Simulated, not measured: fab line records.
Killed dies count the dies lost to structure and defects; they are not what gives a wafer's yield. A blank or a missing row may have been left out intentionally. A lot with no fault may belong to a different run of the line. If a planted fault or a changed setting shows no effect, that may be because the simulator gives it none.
Comparing a struck lot with a sound one / flow sky130 / 32 out of 708 route steps
Sound: wafers L532.2, L532.4, L532.6. Wafers L528.1, L528.4, L528.6 were the ones struck. The cause is named last.
Per side, at each step with rows, come the tool, then ch with its chambers, and then its first start. Under that, the readings that differ: sound wafers / struck wafers / difference of the means / sigmas: that difference in standard deviations of wafers without a fault.
alike: a reading whose means differ by less than 2 such deviations, as well as words and numbers matching on both sides. not compared: withheld readings; readings where some wafer has no value; bounds like >300 that might hide an equal value; numbers whose values overlap and for which the record gives no deviation.
The two part at a step that has a row with sigmas, a row that says differs or no value, or rows on one side only. Numbers that have no deviation but don't overlap get no sigmas and don't part them. A reading that every wafer of one side lacks parts them only if that side has two wafers or more.

SKY_PWDE_OVL_MEAS_07:
  sound: overlay-01 at day 6 16:59; struck: overlay-01 at day 5 17:15
  alike: PWDE_OVL
next, for these wafers, 1 step has no rows: SKY_PWDE_IMPLANT_08.
SKY_PWDE_STRIP_09: strips in O2/N2.
  sound on plasma-asher-03 ch 0,1, day 6 17:10; struck on plasma-asher-01 ch 0,1, day 5 17:26
  alike: drypump-motor-current-A, oes-product-au, strip-time-to-endpoint-s
  not compared: rf-hours-counter-h
SKY_PWDE_TW_MEAS_10:
  sound: film-metro-04 at day 6 17:17; struck: film-metro-04 at day 5 17:32
  alike: PWDE_TW
then, 7 steps without rows for these wafers: SKY_NWELL_DEHYDRATE_03 (time 60 s); SKY_NWELL_HMDS_04 (prime time 60 s); SKY_NWELL_COAT_05 (resist thk 3000 nm); SKY_NWELL_SOFTBAKE_06; SKY_NWELL_EXPOSE_07 (exposes mask NWM, target cd 840 nm); SKY_NWELL_PEB_08; SKY_NWELL_DEVELOP_09 (develop time 60 s).
SKY_NWELL_OVL_MEAS_10:
  sound: overlay-02 at day 7 13:02; struck: overlay-01 at day 6 16:30
  alike: NWELL_00_OVL
SKY_NWELL_IMPLANT_11:
  sound on implanter-01 ch 0, day 7 13:05; struck on implanter-04 ch 0, day 6 16:32
reading=beam-energy-keV; sound=400.04 399.89 399.74; struck=490.42 490.43 490.37; difference=+90.52; sigmas=+99 or more
reading=model.implant.rp-nm (nm); sound=478.5 478.5 478.5; struck=603.7 603.7 603.7; difference=+125.2; sigmas=
reading=model.implant.drp-nm (nm); sound=116.9 116.9 116.9; struck=129.2 129.2 129.2; difference=+12.3; sigmas=
then, 2 steps without rows for these wafers: SKY_NWELL_IMPLANT_12; SKY_NWELL_IMPLANT_13.
SKY_NWELL_STRIP_14: strips in O2/N2.
  sound on plasma-asher-02 ch 0,1, day 7 13:31; struck on plasma-asher-01 ch 0,1, day 6 16:59
reading=strip-time-to-endpoint-s (s); sound=36.78 36.82 36.82; struck=37.00 37.02 37.13; difference=+0.24; sigmas=+2
  alike: drypump-motor-current-A, oes-product-au
  not compared: rf-hours-counter-h
SKY_NWELL_TW_MEAS_15:
  sound: film-metro-01 at day 7 13:38; struck: film-metro-02 at day 6 17:05
  alike: NWELL_TW
then, 7 steps without rows for these wafers: SKY_NWELL_DEHYDRATE_16 (time 60 s); SKY_NWELL_HMDS_17 (prime time 60 s); SKY_NWELL_COAT_18 (resist thk 3000 nm); SKY_NWELL_SOFTBAKE_19; SKY_NWELL_EXPOSE_20 (exposes mask NWM COMPLEMENT, target cd 840 nm); SKY_NWELL_PEB_21; SKY_NWELL_DEVELOP_22 (develop time 60 s).
SKY_NWELL_OVL_MEAS_23:
  sound: overlay-02 at day 8 10:23; struck: overlay-02 at day 7 12:56
  alike: NWELL_01_OVL
next, for these wafers, 1 step has no rows: SKY_NWELL_IMPLANT_24.
SKY_NWELL_STRIP_25: strips in O2/N2.
  sound on plasma-asher-02 ch 0,1, day 8 10:34; struck on plasma-asher-03 ch 0,1, day 7 13:07
  alike: drypump-motor-current-A, oes-product-au, strip-time-to-endpoint-s
  not compared: rf-hours-counter-h
SKY_NWELL_TW_MEAS_26:
  sound: film-metro-04 at day 8 10:41; struck: film-metro-04 at day 7 13:13
  alike: NWELL_2_TW
then, 1 step without rows for these wafers: SKY_NWELL_CLEAN_27 (cleans in SC1/SC2, time 150 s).
SKY_NWELL_RTA_28: time 30 s.
  sound on rtp-anneal-01 ch 0, day 8 10:47; struck on rtp-anneal-02 ch 0, day 7 13:20
  alike: lamp-power-pct, wafer_temp_C_max
SKY_NWELL_RS_MEAS_29: measurement is done with a four-point probe.
  sound: film-metro-02 at day 8 10:54; struck: film-metro-02 at day 7 13:32
reading=NWELL_RS (ohm/sq); sound=625.2 624.8 624.7; struck=596.1 595.2 594.3; difference=-29.7; sigmas=-20
-- the record jumps here: 41 days lie between the struck wafers' starts before and after (it left off in module NWELL and takes up again in module PAD_OPEN, whose first step shown is number 708 of the route) --
SKY_PAD_OPEN_PROBE_99:
  sound: prober-02 at day 49 04:13; struck: prober-02 at day 48 08:23
reading=model.etest.nfet_16v.r-on-ohm-um; sound=1.415e+04 1.421e+04 1.404e+04; struck=1.674e+04 1.703e+04 1.702e+04; difference=+2.797e+03; sigmas=
reading=model.etest.res-nwell.line-ohm-um; sound=1244 1249 1219; struck=840.7 861.7 845.8; difference=-387.9; sigmas=
reading=model.etest.res-nwell.rs-ohm-sq; sound=1057 1060 1042; struck=716.8 746.5 740.1; difference=-318.5; sigmas=
reading=model.etest.tip_p_5v.rs-ohm-sq; sound=2874 2868 2880; struck=2706 2709 2729; difference=-159; sigmas=
reading=model.etest.pfet-g5v0d10v5.drive-ua-um; sound=340.4 343.4 350.2; struck=370.7 366.6 362; difference=+21.8; sigmas=
reading=model.etest.pfet_16v.drive-ua-um; sound=223.6 221.1 234.2; struck=271.7 254.1 256.7; difference=+34.5; sigmas=
reading=model.etest.nfet_16v.drive-ua-um; sound=220.9 219.1 225.3; struck=217.3 212.1 210; difference=-8.6; sigmas=
  alike: killed_at_M0_to_M3, killed_at_M4_up, killed-at-contacts, killed-at-front-end, killed-at-other, killed-dies, killed-open, killed-short
  not compared: model.etest.pfet-g5v0d10v5.r-on-ohm-um

== WHERE THEY PART ==
Earliest at SKY_NWELL_IMPLANT_11; latest, in this record, at SKY_NWELL_RS_MEAS_29. Later steps at which nothing parts them and some readings are alike: SKY_PAD_OPEN_PROBE_99.

WHY: what had been put in by the simulator
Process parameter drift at SKY_NWELL_IMPLANT_11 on implanter-04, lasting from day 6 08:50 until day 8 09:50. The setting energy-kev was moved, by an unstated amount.
